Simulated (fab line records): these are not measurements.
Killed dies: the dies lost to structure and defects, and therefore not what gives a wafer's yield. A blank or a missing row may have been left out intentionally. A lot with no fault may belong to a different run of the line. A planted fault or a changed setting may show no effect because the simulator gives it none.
A struck lot beside a sound one :: flow gf180mcu :: 14 out of 602 route steps
Sound: the wafers L702.1, L702.5, L702.6. The struck wafers were L705.3, L705.4, L705.6. Last of all comes the cause.
Per side, at each step with rows, come the tool, then ch with its chambers, and then its first start. Under that, the readings that differ: sound wafers :: struck wafers :: difference of the means :: sigmas: that difference in standard deviations of wafers without a fault.
alike: same words and numbers on both sides, and readings whose means sit less than 2 such deviations apart. not compared: any withheld reading, any reading some wafer has no value for, any bound like >300 that may hide the same value, and any number with overlapping values for which the record gives no deviation.
Wherever a step has rows on one side only, a row that says differs or no value, or a row with sigmas, the two part there. Numbers that don't overlap but have no deviation are shown without sigmas and don't part them. A reading that every wafer of one side lacks parts them only if that side has two wafers or more.

first, 4 steps without rows for these wafers: GF_VT_IMPLANT_SOFTBAKE_25 (time 60 s); GF_VT_IMPLANT_EXPOSE_26 (exposes mask LVPWELL HV AREA, target cd 860 nm); GF_VT_IMPLANT_PEB_27; GF_VT_IMPLANT_DEVELOP_28 (develop time 60 s).
GF_VT_IMPLANT_OVL_MEAS_29:
  sound on overlay-01 at day 11 04:32; struck on overlay-02 at day 12 00:08
  alike: VT_IMPLANT_02_OVL
next, for these wafers, 1 step has no rows: GF_VT_IMPLANT_IMPLANT_30.
GF_VT_IMPLANT_STRIP_31: strips in O2/N2.
  sound on plasma asher-03 ch 0,1, day 11 04:43; struck on plasma asher-03 ch 0,1, day 12 00:20
  alike: drypump motor current A, heater power w, oes product au, strip time to endpoint s
  not compared: rf hours counter h
GF_VT_IMPLANT_TW_MEAS_32:
  sound on film metro-02 at day 11 04:49; struck on film metro-02 at day 12 00:26
  alike: VT_IMPLANT_3_TW
then, 4 steps without rows for these wafers: GF_VT_IMPLANT_DEHYDRATE_33 (time 60 s); GF_VT_IMPLANT_HMDS_34 (prime time 60 s); GF_VT_IMPLANT_COAT_35 (resist thk 1000 nm); GF_VT_IMPLANT_SOFTBAKE_36 (time 60 s).
GF_VT_IMPLANT_EXPOSE_37: exposes mask Nwell HV AREA, target cd 860 nm.
  struck on iline stepper-02, day 12 09:10; sound on iline stepper-01 ch 0, day 11 13:28
  no value came back on the struck wafers for exposure dose mJ cm2, focus offset nm (nm); on the sound wafers exposure dose mJ cm2 reads 139.91 139.90 139.92
reading: model.VT_IMPLANT.overlay x nm (nm)
sound: -0.3648 -0.3648 -0.3648
struck: -0.1352 -0.1352 -0.1352
difference: +0.2296
sigmas: 
  alike: mask
next, for these wafers, 1 step has no rows: GF_VT_IMPLANT_PEB_38.

== WHERE THEY PART ==
At GF_VT_IMPLANT_EXPOSE_37 and nowhere else, as far as this record goes.

WHY: the cause the simulator had injected
Step skipped in full: iline stepper-02, at GF_VT_IMPLANT_EXPOSE_37, from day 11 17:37 onward. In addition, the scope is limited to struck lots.
